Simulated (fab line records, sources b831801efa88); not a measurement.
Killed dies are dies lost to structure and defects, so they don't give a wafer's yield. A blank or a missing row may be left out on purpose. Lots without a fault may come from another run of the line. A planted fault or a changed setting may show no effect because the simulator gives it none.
A struck lot beside a sound one | flow sky130 | 16 steps out of a route of 708
Sound: wafers L867.2, L867.5, L867.6. Struck: wafers L869.1, L869.2, L869.3. The cause comes at the end.
At each step with rows: each side's tool, then ch and its chambers, then its first start. Under that, the readings that differ: sound wafers | struck wafers | difference of the means | sigmas: that difference in standard deviations of wafers without a fault.
alike: readings whose means differ by less than 2 such deviations, and words and numbers that are the same on both sides. not compared: withheld readings, readings that some wafer has no value for, bounds like >300 that may hide the same value, and numbers for which the record gives no deviation and whose values overlap.
The two part at a step that has a row with sigmas, a row that says differs or no value, or rows on one side only. Numbers that don't overlap but have no deviation are shown without sigmas and don't part them. A reading that every wafer of one side lacks parts them only if that side has two wafers or more.

SKY_CAPM_THK_MEAS_01:
  sound on film_metro-04, day 39 01:26; struck on film_metro-01, day 39 18:27
  alike: CAPM_CVD_00_THK
SKY_CAPM_SPUTTER_02: material TiN, target thk 200 nm, time 166.7 s.
  sound on pvd_sputter-03, day 39 01:29; struck on pvd_sputter-03, day 39 18:31
  alike: chamber_pressure_pa, throttle_valve_pct
SKY_CAPM_RS_MEAS_03: measures by four-point-probe.
  sound on film_metro-01, day 39 01:37; struck on film_metro-02, day 39 18:37
  alike: CAPM_TIN_RS
SKY_CAPM_THK_MEAS_04: measures by xrf.
  sound on film_metro-01, day 39 01:43; struck on film_metro-02, day 39 18:44
  alike: CAPM_TIN_THK
then, 7 steps without rows for these wafers: SKY_CAPM_DEHYDRATE_05 (time 60 s); SKY_CAPM_HMDS_06 (prime time 60 s); SKY_CAPM_COAT_07 (resist thk 1140 nm); SKY_CAPM_SOFTBAKE_08 (time 60 s); SKY_CAPM_EXPOSE_09 (exposes mask CAPM, target cd 1000 nm); SKY_CAPM_PEB_10; SKY_CAPM_DEVELOP_11 (develop time 60 s).
SKY_CAPM_OVL_MEAS_12:
  sound on overlay-01, day 40 02:11; struck on overlay-01, day 40 18:26
  alike: CAPM_OVL
SKY_CAPM_METAL_ETCH_13: etches TiN in Cl2/BCl3, stops on SiO2, target depth 220 nm, time 62.9 s.
  sound on rie_metal-03 ch 0,1, day 40 02:13; struck on rie_metal-01 ch 0, day 40 18:28
  reading                                   | sound                | struck               | difference | sigmas
  oes_product_au (a.u.)                     | 0.941 0.942 0.937    | 0.881 0.892 0.881    | -0.055     | -9
  throttle_valve_pct (%)                    | 21.910 21.919 21.893 | 21.941 21.946 21.947 | +0.037     | +4
  model.NOVOLAK_of_CAPM_COAT_07.thk_nm (nm) | 993.7 993.7 999      | 1023 1022 1022       | +27        |
  model.CAPM.feature_depth_nm (nm)          | 197.7 199.2 199.8    | 179 180.2 179.1      | -19        |
  model.etch.depth_nm (nm)                  | 197.7 199.2 199.8    | 179 180.2 179.1      | -19        |
  alike: drypump_motor_current_A
  not compared: rf_hours_counter_h
SKY_CAPM_STRIP_14: strips in O2/N2.
  sound on plasma_asher-04 ch 0,1, day 40 02:17; struck on plasma_asher-03 ch 0,1, day 40 18:37
  reading                      | sound             | struck            | difference | sigmas
  strip_time_to_endpoint_s (s) | 12.67 12.64 12.70 | 12.91 12.92 12.92 | +0.25      | +7
  alike: drypump_motor_current_A, oes_product_au
  not compared: rf_hours_counter_h
then, 1 step without rows for these wafers: SKY_CAPM_STRIP_15 (strips in post etch residue remover, time 1200 s).
-- the record jumps here: 8 days lie between the struck wafers' starts before and after (it left off in module CAPM and takes up again in module PAD_OPEN, whose first step shown is number 708 of the route) --
SKY_PAD_OPEN_PROBE_99:
  sound on prober-02, day 47 19:15; struck on prober-02, day 48 10:49
  reading                  | sound          | struck         | difference | sigmas
  defect_limited_yield (%) | 85.0 85.2 85.8 | 0 0 0          | -85        | -39
  killed_at_other          | 1 0 0          | 394 408 408    | +403       | +99 or more
  killed_dies              | 74 73 70       | 492 492 492    | +420       | +38
  killed_on_rim            | 13 10 15       | 96 96 96       | +83        | +22
  sort_bin_3_pad_short (%) | 1.0 0.6 0.2    | 80.7 83.1 83.3 | +81.8      | +99 or more
  sort_n_pass              | 418 419 422    | 0 0 0          | -420       | -38
  sort_yield_pct (%)       | 85.0 85.2 85.8 | 0 0 0          | -85        | -39
  alike: killed_at_M0_to_M3, killed_at_M4_up, killed_at_contacts, killed_at_front_end, killed_open, killed_short, sort_bin_5_function, sort_bin_6_memory

WHERE THEY PART
First at SKY_CAPM_METAL_ETCH_13; last, within this record, at SKY_PAD_OPEN_PROBE_99.

WHY: what the simulator had put in
Process parameter drift: rie_metal-01, from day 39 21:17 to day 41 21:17, at SKY_CAPM_METAL_ETCH_13. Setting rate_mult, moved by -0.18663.
